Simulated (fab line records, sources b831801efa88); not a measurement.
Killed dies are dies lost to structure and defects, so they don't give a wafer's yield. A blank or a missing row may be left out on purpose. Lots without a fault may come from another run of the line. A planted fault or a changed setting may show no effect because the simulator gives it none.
One fault seen from 2 desks | flow sky130 | each desk has only its own numbers; what lay behind them comes last

THE METROLOGY DESK
What the gauges read, lot by lot, whatever tool the lot ran on: means of the sampled wafers that have a number. A lot is out of limits, marked OUT, if its mean lies more than 4 standard deviations from the usual mean; the brackets give that distance.
Columns: A = VT_ADJUST_HVTR_TW at SKY_VT_ADJUST_HVTR_TW_MEAS_11, usual 214.2
lot  | first seen here | A
L639 | day 10 05:49    | 216.6
L638 | day 10 07:41    | 216.0
L640 | day 10 10:10    | 217.0
L643 | day 11 00:22    | 213.4
L647 | day 12 16:47    | 215.2
L648 | day 12 18:38    | 215.9
L651 | day 13 20:40    | 214.5
L654 | day 15 00:33    | 216.8
L656 | day 15 10:40    | 211.9
L655 | day 15 12:24    | 216.3
L657 | day 15 16:52    | 211.1
L658 | day 15 21:32    | 211.7
This desk's finding: nothing out of limits on any of the 12 lots.

THE TOOL OWNER'S DESK: implanter-04
The tool's own readings at SKY_LDD_N_IMPLANT_09: means of the sampled wafers that have a number, for each lot that ran on this tool. A lot is out of limits, marked OUT, if its mean lies more than 4 standard deviations from the usual mean; the brackets give that distance.
Columns: A = beam_energy_keV at SKY_LDD_N_IMPLANT_09, usual 20.000; B = beam_on_s at SKY_LDD_N_IMPLANT_09, usual 10.02 s; C = faraday_current_uA at SKY_LDD_N_IMPLANT_09, usual 422
lot  | first seen here | A                        | B                | C
L638 | day 19 12:23    | 20.007                   | 10.18            | 416
L647 | day 21 12:47    | 19.995                   | 10.02            | 422
L651 | day 23 22:11    | 16.654 (-99 or more) OUT | 11.01 (+5.0) OUT | 385 (-4.4) OUT
L654 | day 24 07:32    | 16.640 (-99 or more) OUT | 10.76            | 393
This desk's finding: out of limits on L651, L654; first on L651, day 23 22:11 (beam_energy_keV at SKY_LDD_N_IMPLANT_09). In limits: L638, L647.

PUT TOGETHER
The tool owner's desk could have raised an alarm at day 23 22:11, on L651, L654.
The metrology desk saw nothing out of limits.
The metrology desk has L651, L654 on record, within its limits.
Of the lots named, all ran SKY_LDD_N_IMPLANT_09 on implanter-04.

WHAT THE SIMULATOR HAD PUT IN
Process parameter drift: implanter-04, from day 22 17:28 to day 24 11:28, at SKY_LDD_N_IMPLANT_09. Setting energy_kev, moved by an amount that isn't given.
Lots struck among those shown: L651, L654.
Hours from the fault's start to each desk's first reading out of limits: the tool owner's desk, 29.
